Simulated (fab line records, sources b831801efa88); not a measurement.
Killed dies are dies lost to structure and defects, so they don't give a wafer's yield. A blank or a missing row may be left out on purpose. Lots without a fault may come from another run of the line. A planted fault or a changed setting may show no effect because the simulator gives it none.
Which tool did it? | flow sky130 | 24 lots, 72 wafers sampled, at 4 steps of a route of 708

WHAT THE GAUGES READ, wafer by wafer
SKY_SD_P_CD_MEAS_07: target cd 380 nm. Usual: cd_nm 379.8 nm, standard deviation 2.2.
lot  | measured     | on        | cd_nm (nm)        | flag
L074 | day 27 06:30 | cd_sem-01 | 381.0 382.3 383.3 |
L075 | day 27 06:48 | cd_sem-02 | 377.8 379.8 379.3 |
L076 | day 27 13:27 | cd_sem-02 | 381.8 380.2 381.0 |
L077 | day 28 17:06 | cd_sem-02 | 377.4 376.3 377.4 |
L078 | day 28 18:43 | cd_sem-02 | 378.1 380.9 378.9 |
L079 | day 28 21:52 | cd_sem-01 | 376.4 376.3 377.4 |
L080 | day 29 04:00 | cd_sem-02 | 379.5 377.2 378.6 |
L081 | day 29 20:39 | cd_sem-01 | 378.9 378.7 377.8 |
L082 | day 30 01:30 | cd_sem-02 | 378.4 378.6 379.9 |
L083 | day 30 03:30 | cd_sem-02 | 380.4 381.4 381.4 |
L084 | day 30 18:27 | cd_sem-02 | 379.0 376.4 375.8 |
L085 | day 31 02:52 | cd_sem-01 | 383.2 384.8 382.0 |
L086 | day 31 09:57 | cd_sem-02 | 379.5 379.5 381.8 |
L088 | day 31 18:10 | cd_sem-01 | 377.0 376.2 376.4 |
L087 | day 31 22:20 | cd_sem-02 | 378.9 381.2 381.7 |
L089 | day 32 01:18 | cd_sem-01 | 381.6 378.6 379.1 |
L090 | day 32 11:51 | cd_sem-02 | 382.5 379.9 382.5 |
L091 | day 32 14:57 | cd_sem-01 | 380.0 380.5 381.8 |
L092 | day 32 20:30 | cd_sem-02 | 379.8 381.0 381.3 |
L093 | day 33 02:57 | cd_sem-01 | 382.7 382.8 382.5 |
L094 | day 33 10:57 | cd_sem-01 | 383.4 381.3 380.8 |
L095 | day 33 20:12 | cd_sem-02 | 377.1 377.1 377.3 |
L096 | day 34 00:45 | cd_sem-01 | 381.8 383.8 384.3 |
L097 | day 34 08:02 | cd_sem-01 | 378.3 377.0 381.6 |

SKY_SD_N_RS_MEAS_18: measures by four-point-probe. Usual: RES_XHIGH_RS 333.3 ohm/sq, standard deviation 1.2.
lot  | measured     | on            | RES_XHIGH_RS (ohm/sq) | flag
L074 | day 29 18:37 | film_metro-04 | 334.7 334.5 334.4     |
L075 | day 29 22:29 | film_metro-03 | 335.2 333.5 333.9     |
L076 | day 30 00:38 | film_metro-01 | 332.6 332.4 331.0     |
L077 | day 31 03:47 | film_metro-03 | 334.1 333.9 334.2     |
L078 | day 31 04:40 | film_metro-04 | 334.0 334.2 334.7     |
L079 | day 31 08:25 | film_metro-04 | 333.4 334.2 334.0     |
L080 | day 31 12:59 | film_metro-03 | 333.1 333.5 332.4     |
L081 | day 32 06:06 | film_metro-01 | 335.4 334.5 334.7     |
L082 | day 32 11:19 | film_metro-01 | 332.2 331.6 331.6     |
L083 | day 32 13:16 | film_metro-03 | 330.7 331.8 330.6     |
L084 | day 33 03:07 | film_metro-01 | 335.0 334.4 335.3     |
L085 | day 33 11:16 | film_metro-03 | 334.9 333.6 335.0     |
L086 | day 33 18:44 | film_metro-04 | 332.6 333.4 332.4     |
L088 | day 34 00:40 | film_metro-04 | 334.4 333.7 334.8     |
L087 | day 34 05:47 | film_metro-03 | 333.4 333.3 332.9     |
L089 | day 34 07:50 | film_metro-03 | 332.4 332.5 332.7     |
L090 | day 34 18:35 | film_metro-01 | 331.5 333.0 332.4     |
L091 | day 34 22:16 | film_metro-01 | 332.7 332.0 332.0     |
L092 | day 35 03:05 | film_metro-04 | 332.5 331.9 332.4     |
L093 | day 35 10:39 | film_metro-04 | 332.3 333.3 334.6     |
L094 | day 35 16:34 | film_metro-04 | 333.7 333.9 334.6     |
L095 | day 36 03:10 | film_metro-01 | 332.0 332.5 331.4     |
L096 | day 36 07:46 | film_metro-03 | 333.9 332.6 332.9     |
L097 | day 36 14:38 | film_metro-01 | 333.8 333.1 334.4     |

SKY_LI_CONTACT_OVL_MEAS_13. Usual: LI_CONTACT_OVL 4 nm, standard deviation 5.1.
lot  | measured     | on         | LI_CONTACT_OVL (nm) | flag
L074 | day 30 22:41 | overlay-02 | 4 0 5               |
L075 | day 31 03:18 | overlay-02 | -2 7 11             |
L076 | day 31 05:33 | overlay-02 | 8 4 -3              |
L077 | day 32 08:50 | overlay-01 | 11 0 9              |
L078 | day 32 10:35 | overlay-01 | 5 1 4               |
L079 | day 32 13:45 | overlay-02 | -3 8 8              |
L080 | day 32 17:02 | overlay-02 | 11 0 -3             |
L081 | day 33 10:16 | overlay-01 | 5 5 1               |
L082 | day 33 15:14 | overlay-02 | 8 8 1               |
L083 | day 33 17:49 | overlay-02 | -4 1 6              |
L084 | day 34 06:32 | overlay-01 | 12 2 3              |
L085 | day 34 14:58 | overlay-02 | 9 9 10              |
L086 | day 34 22:13 | overlay-01 | 15 8 18             |
L088 | day 35 04:23 | overlay-02 | 5 6 1               |
L087 | day 35 09:48 | overlay-01 | 2 -3 -2             |
L089 | day 35 11:24 | overlay-01 | 1 1 7               |
L090 | day 35 22:19 | overlay-01 | 7 5 6               |
L091 | day 36 02:05 | overlay-01 | -8 -2 0             |
L092 | day 36 06:40 | overlay-02 | -2 2 5              |
L093 | day 36 14:08 | overlay-02 | 1 0 3               |
L094 | day 36 19:33 | overlay-02 | 0 6 9               |
L095 | day 37 07:08 | overlay-01 | 5 0 -2              |
L096 | day 37 11:47 | overlay-02 | 3 7 -2              |
L097 | day 37 17:48 | overlay-01 | 0 5 -4              |

WHICH TOOL RAN EACH LOT (tool, then ch and the chambers of the sampled wafers, then the start)
lot  | SKY_POLY_CUT_ETCH_11
L074 | rie_diel-03 ch 0,2,3, day 26 01:09
L075 | rie_diel-03 ch 0,2,3, day 26 01:30
L076 | rie_diel-04 ch 0,2,3, day 26 08:00
L077 | rie_diel-03 ch 1,2,3, day 27 11:54
L078 | rie_diel-04 ch 1,2,3, day 27 13:45
L079 | rie_diel-02 ch 0,1,3, day 27 16:30
L080 | rie_diel-02 ch 1,3, day 28 00:00
L081 | rie_diel-02 ch 0,2, day 28 14:30
L082 | rie_diel-02 ch 0,1,2, day 28 20:48
L083 | rie_diel-03 ch 0,2,3, day 28 23:12
L084 | rie_diel-04 ch 1,3, day 29 14:54
L085 | rie_diel-03 ch 0,1,2, day 29 22:59
L086 | rie_diel-03 ch 0,2,3, day 30 05:48
L088 | rie_diel-04 ch 1,3, day 30 14:38
L087 | rie_diel-03 ch 2,3, day 30 18:08
L089 | rie_diel-03 ch 2,3, day 30 21:48
L090 | rie_diel-02 ch 0,2, day 31 07:30
L091 | rie_diel-03 ch 0,3, day 31 11:13
L092 | rie_diel-02 ch 0,1,2, day 31 17:24
L093 | rie_diel-02 ch 0,1,3, day 31 23:39
L094 | rie_diel-02 ch 0,3, day 32 08:15
L095 | rie_diel-04 ch 1,3, day 32 17:35
L096 | rie_diel-03 ch 0,1, day 32 21:39
L097 | rie_diel-02 ch 0,2,3, day 33 05:54
- SKY_POLY_CUT_ETCH_11: etches Si3N4 in CF4/CH2F2/Ar, stops on poly-Si, time 42.5 s, target depth 60 nm.

WHAT THE TOOLS THEMSELVES READ (means of the sampled wafers that have a number; where no wafer has one, the mark that the record gives instead)
SKY_POLY_CUT_ETCH_11. Usual: drypump_motor_current_A 5.7 A, standard deviation 0.58; oes_product_au 0.826 a.u., standard deviation 0.0067; throttle_valve_pct 14.994 %, standard deviation 0.0084.
lot  | tool        | drypump_motor_current_A (A) | oes_product_au (a.u.) | throttle_valve_pct (%) | flag
L074 | rie_diel-03 | 5.6                         | 0.827                 | 14.996                 |
L075 | rie_diel-03 | 5.7                         | 0.830                 | 14.995                 |
L076 | rie_diel-04 | 5.7                         | 0.828                 | 14.988                 |
L077 | rie_diel-03 | 6.2                         | 0.821                 | 14.995                 |
L078 | rie_diel-04 | 5.6                         | 0.838                 | 14.993                 |
L079 | rie_diel-02 | 5.3                         | 0.824                 | 15.001                 |
L080 | rie_diel-02 | 5.5                         | 0.827                 | 14.994                 |
L081 | rie_diel-02 | 6.0                         | 0.821                 | 14.998                 |
L082 | rie_diel-02 | 5.5                         | 0.827                 | 14.996                 |
L083 | rie_diel-03 | 5.6                         | 0.814                 | 14.995                 |
L084 | rie_diel-04 | 5.4                         | 0.826                 | 14.996                 |
L085 | rie_diel-03 | 5.7                         | 0.812                 | 14.989                 |
L086 | rie_diel-03 | 5.6                         | 0.817                 | 15.000                 |
L088 | rie_diel-04 | 5.4                         | 0.831                 | 14.986                 |
L087 | rie_diel-03 | 6.2                         | 0.829                 | 14.992                 |
L089 | rie_diel-03 | 6.0                         | 0.829                 | 14.995                 |
L090 | rie_diel-02 | 6.0                         | 0.823                 | 14.996                 |
L091 | rie_diel-03 | 5.8                         | 0.825                 | 14.989                 |
L092 | rie_diel-02 | 5.5                         | 0.829                 | 14.997                 |
L093 | rie_diel-02 | 5.3                         | 0.827                 | 14.997                 |
L094 | rie_diel-02 | 5.6                         | 0.823                 | 14.995                 |
L095 | rie_diel-04 | 5.4                         | 0.829                 | 14.992                 |
L096 | rie_diel-03 | 5.4                         | 0.823                 | 14.988                 |
L097 | rie_diel-02 | 5.8                         | 0.829                 | 15.000                 |

THE ANSWER, worked out from the rows above alone
Rule: a lot is off if the mean of its wafers that have a number lies more than 3 standard deviations from the usual mean. A lot without any number at a reading at which 4 lots or more have one is off too. The other lots that the step has rows for count as sound. The gauges are gone through in route order, then the tools' own readings, and for those a lot's mean is taken as printed above. The first step at which some lot is off is used, and at that step the reading that is off furthest; a lot without a number counts as furthest.
No lot is off at any reading shown: from this, nothing can be told.

WHAT THE SIMULATOR HAD PUT IN
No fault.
